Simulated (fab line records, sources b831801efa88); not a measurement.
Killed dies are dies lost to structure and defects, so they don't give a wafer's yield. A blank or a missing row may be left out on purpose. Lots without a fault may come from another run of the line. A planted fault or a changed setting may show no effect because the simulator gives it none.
Chamber matching | flow sky130 | SKY_VIA1_CMP_24 on cmp-01: 4 sister chambers
The step polishes, stops on SiO2, t overpolish 15 s, target thk 0 nm. 4 wafers are shown with their chamber, then 8 later ones without.

WAFERS WITH THEIR CHAMBER
wafer  | chamber | motor_current_A (A)
L476.6 | 0       | 10.0
L481.5 | 2       | 9.0
L481.6 | 1       | 10.8
L483.1 | 3       | 11.8

WAFERS WITHOUT THEIR CHAMBER
wafer  | motor_current_A (A)
L483.2 | 11.6
L483.5 | 10.0
L484.1 | 9.5
L484.3 | 11.7
L484.6 | 10.1
L485.2 | 9.6
L485.3 | 12.3
L485.6 | 9.1

WHICH CHAMBER EACH WENT THROUGH
wafer  | from the rows above     | in truth
L483.2 | can't be placed: 3 or 1 | 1
L483.5 | 0                       | 0
L484.1 | can't be placed: 0 or 2 | 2
L484.3 | 3                       | 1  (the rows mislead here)
L484.6 | can't be placed: 0 or 1 | 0
L485.2 | can't be placed: 0 or 2 | 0
L485.3 | 3                       | 3
L485.6 | 2                       | 2
Placed correctly: 3 of 8. Can't be placed from these rows: 4 (the true chamber is among the candidates in 4). Placed wrongly: 1.
How it was worked out, from the rows above alone: a wafer's distance from a chamber is the root of the sum, over the readings, of the square of ((its reading less the chamber's mean) divided by the reading's scatter). The wafer belongs to the nearest chamber; if the next one is less than 2 further off, it can't be placed. A chamber's mean is the mean of its shown wafers. The scatter: with one shown wafer a chamber, the root of the mean of the squares of how far each hidden wafer lies from its nearest shown one.
